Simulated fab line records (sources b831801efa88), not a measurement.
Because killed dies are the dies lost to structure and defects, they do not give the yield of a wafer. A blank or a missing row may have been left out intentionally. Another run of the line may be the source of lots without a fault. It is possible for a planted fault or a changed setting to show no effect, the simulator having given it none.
Which tool did it? / flow sky130 / Sampling: 13 lots, 39 wafers, 2 of 708 route steps

## WHAT EACH GAUGE READ, for each wafer
SKY_FIELD_ISO_THK_MEAS_25.
lot=L666; measured=day 2 18:01; on=film_metro-04; FIELD_ISO_CVD_24_THK (nm)=605 602 595
lot=L667; measured=day 3 01:10; on=film_metro-04; FIELD_ISO_CVD_24_THK (nm)=596 598 605
lot=L669; measured=day 3 08:03; on=film_metro-04; FIELD_ISO_CVD_24_THK (nm)=608 600 600
lot=L670; measured=day 3 13:59; on=film_metro-04; FIELD_ISO_CVD_24_THK (nm)=592 589 589
lot=L671; measured=day 3 22:11; on=film_metro-04; FIELD_ISO_CVD_24_THK (nm)=600 607 597
lot=L674; measured=day 4 11:11; on=film_metro-01; FIELD_ISO_CVD_24_THK (nm)=602 613 604
lot=L676; measured=day 4 21:16; on=film_metro-03; FIELD_ISO_CVD_24_THK (nm)=598 607 611
lot=L681; measured=day 6 00:02; on=film_metro-03; FIELD_ISO_CVD_24_THK (nm)=591 605 609
lot=L682; measured=day 6 03:11; on=film_metro-04; FIELD_ISO_CVD_24_THK (nm)=588 604 594
lot=L683; measured=day 6 12:14; on=film_metro-01; FIELD_ISO_CVD_24_THK (nm)=592 604 601
lot=L684; measured=day 6 19:56; on=film_metro-03; FIELD_ISO_CVD_24_THK (nm)=614 607 599
lot=L685; measured=day 7 00:16; on=film_metro-01; FIELD_ISO_CVD_24_THK (nm)=596 592 600
lot=L686; measured=day 7 06:04; on=film_metro-04; FIELD_ISO_CVD_24_THK (nm)=595 584 596

SKY_DNWELL_TW_MEAS_09.
lot=L666; measured=day 3 17:27; on=film_metro-01; DNWELL_TW=1101 1101 1104
lot=L667; measured=day 3 23:38; on=film_metro-01; DNWELL_TW=1095 1099 1102
lot=L669; measured=day 4 05:48; on=film_metro-03; DNWELL_TW=1110 1115 1113
lot=L670; measured=day 4 14:14; on=film_metro-01; DNWELL_TW=1111 1113 1119
lot=L671; measured=day 4 19:46; on=film_metro-03; DNWELL_TW=1120 1109 1113
lot=L674; measured=day 5 10:37; on=film_metro-02; DNWELL_TW=1092 1098 1096
lot=L676; measured=day 5 19:48; on=film_metro-01; DNWELL_TW=1113 1111 1110
lot=L681; measured=day 6 23:11; on=film_metro-03; DNWELL_TW=1108 1114 1108
lot=L682; measured=day 7 03:14; on=film_metro-03; DNWELL_TW=1113 1111 1109
lot=L683; measured=day 7 11:59; on=film_metro-02; DNWELL_TW=1096 1093 1099
lot=L684; measured=day 7 18:53; on=film_metro-02; DNWELL_TW=1101 1086 1094
lot=L685; measured=day 8 00:59; on=film_metro-03; DNWELL_TW=1123 1116 1114
lot=L686; measured=day 8 08:35; on=film_metro-02; DNWELL_TW=1088 1081 1086

## EACH LOT AND THE TOOL THAT RAN IT (in order: tool; ch and the chambers of the sampled wafers; start)
No process step before these readings appears in the record.

## WHAT THE TOOLS THEMSELVES READ (means of the sampled wafers that have a number; where no wafer has one, the mark that the record gives instead)
The record holds no such reading with a usual standard deviation.

## THE ANSWER, worked out from the rows above alone
Rule: usual is defined by the lots themselves. The widest of any qualifying gaps counts: lots, ordered by their means at a reading, are off when they make up no more than a third of the lots, leave a main group of 4 or more, and stand apart from it by 3 or more times the standard deviation of that group's means. A main group whose means are all the same, to the digits that the tables above print for the reading, isn't used. A lot without any number at a reading at which 4 lots or more have one is off too. All remaining lots with rows at the step are treated as sound. After the gauges, taken in route order, come the tools' own readings; for these a lot's mean is taken, as printed above. The first step at which some lot is off is used, and at that step the reading that is off furthest; a lot without a number counts as furthest.
No lot is off on any of the readings shown, so nothing can be concluded from this.

## WHAT WAS PUT IN BY THE SIMULATOR
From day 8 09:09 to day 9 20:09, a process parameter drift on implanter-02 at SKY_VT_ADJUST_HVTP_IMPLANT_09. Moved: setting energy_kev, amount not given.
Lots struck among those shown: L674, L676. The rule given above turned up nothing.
